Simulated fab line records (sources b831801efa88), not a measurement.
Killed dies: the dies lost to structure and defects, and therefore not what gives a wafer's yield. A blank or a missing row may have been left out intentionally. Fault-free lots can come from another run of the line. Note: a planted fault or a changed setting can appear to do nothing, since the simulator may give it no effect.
Comparing a struck lot with a sound one    flow sky130    38 out of 708 route steps
Sound: wafers L206.1, L206.4, L206.6. Struck: wafers L200.1, L200.2 (left out: L200.3, a lot-mate that was not struck); the cause follows at the end.
Each step with rows lists, per side, the tool, then ch with its chambers, then its first start. Under that, the readings that differ: sound wafers    struck wafers    difference of the means    sigmas: that difference in standard deviations of wafers without a fault.
alike: words and numbers the same on both sides, and readings whose means are apart by under 2 such deviations; not compared: readings that were withheld, readings missing a value for some wafer, numbers with overlapping values and no deviation given by the record, and bounds like >300 which may hide the same value.
The two part at a step that has a row with sigmas, a row that says differs or no value, or rows on one side only. Non-overlapping numbers with no deviation appear without sigmas and do not part them. A reading that every wafer of one side lacks parts them only if that side has two wafers or more.

first, 9 steps without rows for these wafers: SKY_VIA3_SPUTTER_20 (material TiN, target thk 20 nm, time 80 s); SKY_VIA3_CVD_21 (deposits W, target thk 390 nm, time 117.31 s); SKY_VIA3_CMP_24 (polishes, stops on SiO2, t overpolish 20 s, target thk 0 nm); SKY_METAL4_SPUTTER_00 (material Ti, target thk 15 nm, time 10 s); SKY_METAL4_SPUTTER_01 (material TiN, target thk 20 nm, time 16.7 s); SKY_METAL4_SPUTTER_02 (material AlCu, target thk 735 nm, time 39.1 s); SKY_METAL4_SPUTTER_03 (material Ti, target thk 5 nm, time 3.3 s); SKY_METAL4_SPUTTER_04 (material TiN, target thk 70 nm, time 58.3 s); SKY_CAP2M_CVD_00 (deposits SiO2, target thk 15.5 nm).
SKY_CAP2M_SPUTTER_02: material TiN, target thk 200 nm, time 166.7 s.
  sound: pvd sputter-03 at day 44 01:05; struck: pvd sputter-01 at day 42 16:36
reading                                    sound              struck       difference  sigmas
model.TiN_of_CAP2M_SPUTTER_02.thk nm (nm)  199.4 197.5 200.3  139.5 142.7  -58.0       
  alike: throttle valve pct
SKY_CAP2M_RS_MEAS_03: measurement is done with a four-point probe.
  sound: film metro-01 at day 44 01:12; struck: film metro-02 at day 42 16:42
reading                sound           struck      difference  sigmas
CAP2M_TIN_RS (ohm/sq)  6.94 7.01 6.92  10.02 9.76  +2.93       +27
SKY_CAP2M_THK_MEAS_04: measures by xrf.
  sound: film metro-01 at day 44 01:19; struck: film metro-02 at day 42 16:49
reading             sound        struck   difference  sigmas
CAP2M_TIN_THK (nm)  200 198 200  140 143  -58         -19
then, 7 steps without rows for these wafers: SKY_CAP2M_DEHYDRATE_05 (time 60 s); SKY_CAP2M_HMDS_06 (prime time 60 s); SKY_CAP2M_COAT_07 (resist thk 1140 nm); SKY_CAP2M_SOFTBAKE_08 (time 60 s); SKY_CAP2M_EXPOSE_09 (exposes mask CAP2M, target cd 1000 nm); SKY_CAP2M_PEB_10; SKY_CAP2M_DEVELOP_11 (develop time 60 s).
SKY_CAP2M_METAL_ETCH_13: etches TiN in Cl2/BCl3, stops on SiO2, target depth 220 nm, time 62.9 s.
  sound on rie metal-04 ch 0,1, day 44 23:05; struck on rie metal-04 ch 0,1, day 43 15:19
reading                 sound                 struck         difference  sigmas
oes product au (a.u.)   0.946 0.929 0.940     0.769 0.784    -0.162      -17
throttle valve pct (%)  21.897 21.906 21.903  22.002 22.001  +0.100      +9
  alike: drypump motor current A, rf fwd power W
  not compared: rf hours counter h
then, 16 steps without rows for these wafers: SKY_CAP2M_STRIP_14 (strips in O2/N2); SKY_CAP2M_STRIP_15 (strips in post etch residue remover, time 1200 s); SKY_CAP2M_CLEAN_16 (cleans in IPA, time 180 s); SKY_CAP2M_CLEAN_17 (cleans in O3/DIW); SKY_METAL4_DEHYDRATE_05 (time 60 s); SKY_METAL4_HMDS_06 (prime time 60 s); SKY_METAL4_COAT_07 (resist thk 60 nm); SKY_METAL4_COAT_08 (resist thk 1140 nm); SKY_METAL4_SOFTBAKE_09 (time 90 s); SKY_METAL4_EXPOSE_10 (exposes mask MM4, target cd 300 nm); SKY_METAL4_PEB_11; SKY_METAL4_DEVELOP_12 (develop time 60 s); SKY_METAL4_DESCUM_15 (chemistry O2, time 8 s); SKY_METAL4_ETCH_16 (etches BARC in N2/H2, stops on SiO2, time 88.2 s, target depth 60 nm); SKY_METAL4_ETCH_17 (etches SiO2 in C4F8/O2/Ar, stops on TiN, time 3.9 s, target depth 15 nm); SKY_METAL4_METAL_ETCH_18 (etches the open film in Cl2/BCl3, stops on SiO2, target depth 845 nm, time 183.1 s).
SKY_METAL4_STRIP_20: strips in post etch residue remover, time 1200 s.
  sound on wet bench-03 ch 0, day 45 22:09; struck on wet bench-01 ch 3, day 44 14:58
reading                                    sound              struck       difference  sigmas
model.TiN_of_CAP2M_SPUTTER_02.thk nm (nm)  198.6 196.7 199.4  138.7 141.8  -58.0       
-- the record jumps here: 4 days lie between the struck wafers' starts before and after (it left off in module METAL4 and takes up again in module PAD_OPEN, whose first step shown is number 708 of the route) --
SKY_PAD_OPEN_PROBE_99:
  sound: prober-02 at day 49 10:47; struck: prober-01 at day 48 07:53
reading                                sound                 struck         difference  sigmas
model.etest.cap mim2.plate ohm sq      5.994 6.068 5.976     8.55 8.334     +2.43       
model.etest.cap mim2.bv v (V)          13.8 14.01 14.01      12.6 12.42     -1.4        
model.etest.cap mim2.leak log10 a cm2  -8.913 -9.125 -8.992  -8.268 -8.208  +0.772      
  alike: defect limited yield, killed_at_M0_to_M3, killed_at_M4_up, killed at contacts, killed at front end, killed at other, killed dies, killed on rim, killed open, killed short, sort_bin_3_pad_short, sort_bin_5_function, sort_bin_6_memory, sort n pass, sort yield pct

## WHERE THEY PART
First at SKY_CAP2M_RS_MEAS_03; last, within this record, at SKY_CAP2M_METAL_ETCH_13. Later steps at which nothing parts them and some readings are alike: SKY_PAD_OPEN_PROBE_99.

WHY: what the simulator had put in
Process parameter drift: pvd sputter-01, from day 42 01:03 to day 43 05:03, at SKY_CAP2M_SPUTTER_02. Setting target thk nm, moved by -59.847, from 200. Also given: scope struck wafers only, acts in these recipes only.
